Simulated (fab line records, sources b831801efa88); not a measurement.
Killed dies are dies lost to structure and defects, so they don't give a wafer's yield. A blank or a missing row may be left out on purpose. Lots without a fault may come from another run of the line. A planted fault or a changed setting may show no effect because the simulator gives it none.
fab line records | flow sky130 | part 2 of 2: steps 28 to 38 of 38
record lots=5 wafers=15 last_day=49
route steps=708 shown LDD_LDN@303 SPACER@304 POLY_CUT@307 SD_P@320 RES_XHIGH@332
lots that met no fault: from a run of the same line without faults
start_h: hours from the record's first day to the start of the lot's first wafer shown | wait_h: hours since the lot's step before | " the same as in the row above | L1.1+2: a row that stands for several wafers | - no value, or no start given | * or withheld: withheld | < > ~ a bound
route shown NAME@n: a module of which the file shows steps, and the number in the route of the first | usual: mean/standard deviation of fault-free wafers | same: alike in all rows | chamber/n: place in a boat | sites: the reading at each site | _std_site: their standard deviation | _edge_site: outer sites' mean less inner sites' | radius_mm: how far each site lies from the wafer's centre | mask NAME#n: copy n | behind: the tool/chamber that last shaped the wafer | hold: why the lot was held/for how many hours/how that ended | device: the transistor (n, p or np) that didn't switch | end of line: the same wafers' tests at the end of the route | a step without rows: its recipe alone | killed: dies lost to structure and defects at the first sort, not the wafer's yield | map: a wafer's dies, x killed, . not, _ none there
set.NAME: the setting as run; set.NAME@STEP: as run at that earlier step | model.NAME: the simulator's own value behind a step, which no gauge read
lots at some steps of the route; a table a step, a row a wafer
services: from which hour (start_h, from the record's first day; less than 0 if before it) a tool's chamber was out of use, for how many hours, and why
## steps
# step SKY_SD_P_STRIP_10
# recipe chemistry=O2/N2 power_w=1400 pressure_mtorr=1500 platen_temp_c=withheld o2_flow_sccm=3000 n2_flow_sccm=300 overash_fraction=0.5
# usual drypump_motor_current_A=5.7/0.31 o2_flow_sccm=3000/9.1 oes_product_au=0.618/0.0042 strip_time_to_endpoint_s=17.50/0.041
# columns lot.wafer tool chamber start_h wait_h drypump_motor_current_A o2_flow_sccm oes_product_au rf_hours_counter_h strip_time_to_endpoint_s
L079.1 plasma_asher-02 1 633.08 0.1 5.3 2993 0.614 96 17.45
L079.2 " 0 " " 5.7 3009 0.620 96 17.48
L079.6 " 1 " " 5.3 2999 0.614 - 17.45
L084.4 plasma_asher-03 1 674.86 0.1 6.2 2990 0.614 - 17.53
L084.5 " 0 " " 6.0 3015 0.612 - 17.55
L084.6 " 1 " " 6.2 2991 0.624 - 17.55
L085.3 plasma_asher-01 1 678.98 0.1 6.0 3005 0.614 - 17.55
L085.4 " 0 " " 5.4 3005 0.616 - 17.50
L085.5 " 1 " " 6.0 3007 0.618 - 17.51
L091.4 plasma_asher-01 1 726.28 0.1 6.0 3006 0.620 - 17.51
L091.5 " 1 " " 6.0 3013 0.614 - 17.50
L091.6 " 0 " " 5.4 2994 0.618 - 17.50
L094.3 plasma_asher-03 0 750.03 0.1 5.9 2997 0.614 - 17.50
L094.4 " 1 " " 6.2 2987 0.623 - 17.55
L094.6 " 0 " " 6.0 3010 0.628 - 17.49
# step SKY_SD_P_TW_MEAS_11
# usual SD_P_TW=2826/20
# columns lot.wafer tool chamber start_h wait_h SD_P_TW
L079.1 film_metro-03 - 633.18 0.1 2819
L079.2 " - " " 2838
L079.6 " - " " 2836
L084.4 film_metro-03 - 674.96 0.1 2834
L084.5 " - " " 2835
L084.6 " - " " 2836
L085.3 film_metro-04 - 679.06 0.1 2809
L085.4 " - " " 2831
L085.5 " - " " 2834
L091.4 film_metro-04 - 726.37 0.1 2815
L091.5 " - " " 2816
L091.6 " - " " 2812
L094.3 film_metro-01 - 750.11 0.1 2816
L094.4 " - " " 2825
L094.6 " - " " 2814
# step SKY_RES_XHIGH_DEHYDRATE_00
# recipe temp_c=200 time_s=60
# usual plate_temp_C=199.99/0.15
# columns lot.wafer tool chamber start_h wait_h plate_temp_C
L079.1 litho_track-02 0 646.67 13.5 200.00
L079.2 " 0 " " 199.91
L079.6 " 0 " " 200.00
L084.4 litho_track-02 0 688.85 13.9 200.14
L084.5 " 0 " " 199.84
L084.6 " 0 " " 199.93
L085.3 litho_track-01 0 692.44 13.4 199.76
L085.4 " 0 " " 200.15
L085.5 " 0 " " 199.83
L091.4 litho_track-04 0 738.86 12.5 200.15
L091.5 " 0 " " 200.01
L091.6 " 0 " " 200.08
L094.3 litho_track-04 0 763.09 13.0 200.01
L094.4 " 0 " " 200.04
L094.6 " 0 " " 199.77
# step SKY_RES_XHIGH_HMDS_01
# recipe prime_time_s=60 prime_temp_c=120
# columns lot.wafer tool chamber start_h wait_h
L079.1+2+6 litho_track-02 0 646.82 0.1
L084.4+5+6 litho_track-02 0 689.00 0.1
L085.3+4+5 litho_track-01 0 692.59 0.1
L091.4+5+6 litho_track-04 0 739.01 0.1
L094.3+4+6 litho_track-04 0 763.24 0.1
# step SKY_RES_XHIGH_COAT_02
# recipe resist=NOVOLAK spin_rpm=3000 resist_thk_nm=1140
# columns lot.wafer tool chamber start_h wait_h
L079.1+2+6 litho_track-02 0 646.97 0.1
L084.4+5+6 litho_track-02 0 689.15 0.1
L085.3+4+5 litho_track-01 0 692.74 0.1
L091.4+5+6 litho_track-04 0 739.16 0.1
L094.3+4+6 litho_track-04 0 763.39 0.1
# step SKY_RES_XHIGH_SOFTBAKE_03
# recipe temp_c=90 time_s=60 resist=NOVOLAK
# usual plate_temp_C=89.98/0.11
# columns lot.wafer tool chamber start_h wait_h plate_temp_C
L079.1 litho_track-02 0 647.12 0.1 89.98
L079.2 " 0 " " 90.04
L079.6 " 0 " " 89.86
L084.4 litho_track-02 0 689.30 0.1 89.96
L084.5 " 0 " " 89.92
L084.6 " 0 " " 89.83
L085.3 litho_track-01 0 692.89 0.1 89.91
L085.4 " 0 " " 89.97
L085.5 " 0 " " 90.06
L091.4 litho_track-04 0 739.31 0.1 89.88
L091.5 " 0 " " 90.15
L091.6 " 0 " " 89.99
L094.3 litho_track-04 0 763.54 0.1 89.96
L094.4 " 0 " " 89.78
L094.6 " 0 " " 89.95
# step SKY_RES_XHIGH_EXPOSE_04
# recipe mask_id=URPM na=0.6 source_shape=conventional sigma_outer=0.6 polarization=unpolarized target_cd_nm=1270 dose_mj=140
# same sigma_outer=0.6
# columns lot.wafer tool chamber start_h wait_h mask
L079.1+2+6 iline_stepper-02 0 - - URPM#0
L084.4+5+6 iline_stepper-01 0 - - URPM#0
L085.3+4+5 iline_stepper-02 0 - - URPM#0
L091.4+5+6 iline_stepper-01 0 - - URPM#0
L094.3+4+6 iline_stepper-02 0 - - URPM#0
# step SKY_RES_XHIGH_PEB_05
# recipe temp_c=withheld time_s=* resist=NOVOLAK
# columns lot.wafer tool chamber start_h wait_h
L079.1+2+6 litho_track-04 0 - -
L084.4+5+6 litho_track-04 0 - -
L085.3+4+5 litho_track-04 0 - -
L091.4+5+6 litho_track-02 0 - -
L094.3+4+6 litho_track-04 0 - -
# step SKY_RES_XHIGH_DEVELOP_06
# recipe resist=NOVOLAK developer=TMAH develop_time_s=60 dev_temp_c=23
# usual developer_temp_C=22.99/0.11
# columns lot.wafer tool chamber start_h wait_h developer_temp_C
L079.1 litho_track-04 0 661.74 0.1 23.06
L079.2 " 0 " " 23.08
L079.6 " 0 " " 23.02
L084.4 litho_track-04 0 702.26 0.1 23.02
L084.5 " 0 " " 22.90
L084.6 " 0 " " 22.98
L085.3 litho_track-04 0 706.34 0.1 23.13
L085.4 " 0 " " 23.09
L085.5 " 0 " " 23.16
L091.4 litho_track-02 0 752.35 0.1 23.13
L091.5 " 0 " " 23.15
L091.6 " 0 " " 23.09
L094.3 litho_track-04 0 777.09 0.1 23.11
L094.4 " 0 " " 23.00
L094.6 " 0 " " 23.05
# step SKY_RES_XHIGH_IMPLANT_07
# recipe species=BF2 energy_kev=20 dose_cm2=3.6e+14 tilt_deg=0
# same implant_ion_amu=49
# columns lot.wafer tool chamber start_h wait_h
L079.1+2+6 implanter-03 0 661.98 0.2
L084.4+5+6 implanter-01 0 702.41 0.1
L085.3+4+5 implanter-02 0 706.49 0.1
L091.4+5+6 implanter-01 0 752.50 0.1
L094.3+4+6 implanter-02 0 777.24 0.1
# step SKY_RES_XHIGH_STRIP_08
# recipe chemistry=O2/N2 power_w=1400 pressure_mtorr=1500 platen_temp_c=withheld o2_flow_sccm=3000 n2_flow_sccm=300 overash_fraction=0.5
# usual drypump_motor_current_A=5.64/0.23 o2_flow_sccm=3000/9 oes_product_au=0.712/0.0047 strip_time_to_endpoint_s=14.28/0.034
# columns lot.wafer tool chamber start_h wait_h drypump_motor_current_A o2_flow_sccm oes_product_au rf_hours_counter_h strip_time_to_endpoint_s
L079.1 plasma_asher-02 1 662.13 0.1 5.33 3007 0.713 99 14.23
L079.2 " 0 " " 5.77 2995 0.712 99 14.22
L079.6 " 1 " " 5.34 2994 0.713 - 14.25
L084.4 plasma_asher-01 0 702.52 0.1 5.43 3004 0.709 - 14.31
L084.5 " 1 " " 5.99 3008 0.713 - 14.30
L084.6 " 0 " " 5.42 3006 0.715 - 14.29
L085.3 plasma_asher-02 1 706.62 0.1 5.32 2995 0.715 - 14.26
L085.4 " 0 " " 5.76 3004 0.702 - 14.33
L085.5 " 1 " " 5.35 3001 0.717 - 14.25
L091.4 plasma_asher-02 0 752.61 0.1 5.76 2996 0.706 - 14.27
L091.5 " 0 " " 5.77 3012 0.719 - 14.27
L091.6 " 1 " " 5.37 3016 0.707 - 14.24
L094.3 plasma_asher-02 1 777.37 0.1 5.32 2986 0.707 - 14.27
L094.4 " 0 " " 5.74 2986 0.707 - 14.27
L094.6 " 1 " " 5.33 3001 0.714 - 14.28
## services
# columns tool chamber start_h hours kind
implanter-01 - 551.24 9.7 pm
rie_diel-02 - 564.69 2.8 pm
plasma_asher-02 - 601.23 1.3 repair
rie_diel-02 - 601.68 14.6 pm
implanter-01 - 603.56 3.5 repair
plasma_asher-02 - 614.11 12.1 repair
implanter-01 - 614.45 2.1 pm
iline_stepper-02 - 615.19 1.7 pm
iline_stepper-02 - 625.45 8.9 pm
iline_stepper-02 - 635.02 9.2 repair
plasma_asher-01 - 639.65 0.9 repair
rie_diel-02 2 642.89 1.7 repair
plasma_asher-02 - 649.88 2.8 pm
rie_diel-03 1 651.53 5.1 repair
rie_diel-03 - 660.29 4.3 pm
rie_diel-02 - 668.11 10.0 pm
rie_diel-04 - 679.77 0.2 repair
rie_diel-04 2 688.11 2.5 repair
rie_diel-04 0 693.84 6.4 repair
rie_diel-03 2 714.51 40.5 repair
plasma_asher-02 - 733.75 9.0 pm
implanter-01 - 745.10 0.7 repair
implanter-01 - 771.59 4.6 pm
iline_stepper-02 - 773.46 0.9 repair
